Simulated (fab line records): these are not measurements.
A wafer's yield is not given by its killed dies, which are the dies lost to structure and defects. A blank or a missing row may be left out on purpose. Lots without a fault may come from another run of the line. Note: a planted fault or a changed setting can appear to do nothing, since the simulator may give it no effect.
Matching of chambers + flow sky130 + SKY_VIA2_CMP_24 on cmp-02 has 4 sister chambers
The step polishes, stops on SiO2, t overpolish 20 s, target thk 0 nm. 8 wafers are shown with their chamber, then 12 later ones without.

## WAFERS WITH THEIR CHAMBER
| wafer  | chamber | motor current A (A) | time to endpoint s (s) |
|--------|---------|---------------------|------------------------|
| L091.5 | 2       | 9.7                 | 100                    |
| L091.6 | 1       | 10.0                | 94                     |
| L092.2 | 2       | 9.5                 | 98                     |
| L092.3 | 3       | 11.6                | 92                     |
| L092.5 | 0       | 8.4                 | 93                     |
| L092.1 | 1       | 9.3                 | 91                     |
| L092.4 | 0       | 8.1                 | 93                     |
| L092.6 | 3       | 12.2                | 94                     |

## WAFERS MISSING THEIR CHAMBER
| wafer  | motor current A (A) | time to endpoint s (s) |
|--------|---------------------|------------------------|
| L093.2 | 12.3                | 97                     |
| L093.3 | 10.1                | 95                     |
| L093.5 | 8.5                 | 99                     |
| L095.3 | 11.9                | 99                     |
| L095.4 | 9.1                 | 102                    |
| L095.6 | 11.9                | 99                     |
| L095.1 | 9.9                 | 94                     |
| L095.2 | 9.7                 | 105                    |
| L095.5 | 8.4                 | 101                    |
| L097.2 | 8.9                 | 98                     |
| L097.3 | 12.4                | 96                     |
| L097.4 | 9.8                 | 101                    |

## CHAMBER TAKEN BY EACH
| wafer  | from the rows above     | in truth                   |
|--------|-------------------------|----------------------------|
| L093.2 | 3                       | 3                          |
| L093.3 | can't be placed: 1 or 2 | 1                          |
| L093.5 | can't be placed: 2 or 0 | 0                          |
| L095.3 | 3                       | 3                          |
| L095.4 | 2                       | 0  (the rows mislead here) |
| L095.6 | 3                       | 3                          |
| L095.1 | 1                       | 1                          |
| L095.2 | 2                       | 2                          |
| L095.5 | can't be placed: 2 or 0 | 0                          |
| L097.2 | can't be placed: 2 or 0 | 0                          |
| L097.3 | 3                       | 3                          |
| L097.4 | 2                       | 2                          |
Correct placement for 7 of the 12. Can't be placed from these rows: 4 (the true chamber is among the candidates in 4). 1 placed wrongly.
How it was worked out, from the rows above alone: a wafer's distance from a chamber is the root of the sum, over the readings, of the square of ((its reading less the chamber's mean) divided by the reading's scatter). The wafer belongs to the nearest chamber; if the next one is less than 2 further off, it can't be placed. The mean given for a chamber averages the wafers shown for that chamber. The scatter: the root of (the sum of the squares of (reading less its chamber's mean) over the shown wafers, divided by (wafers less chambers)).
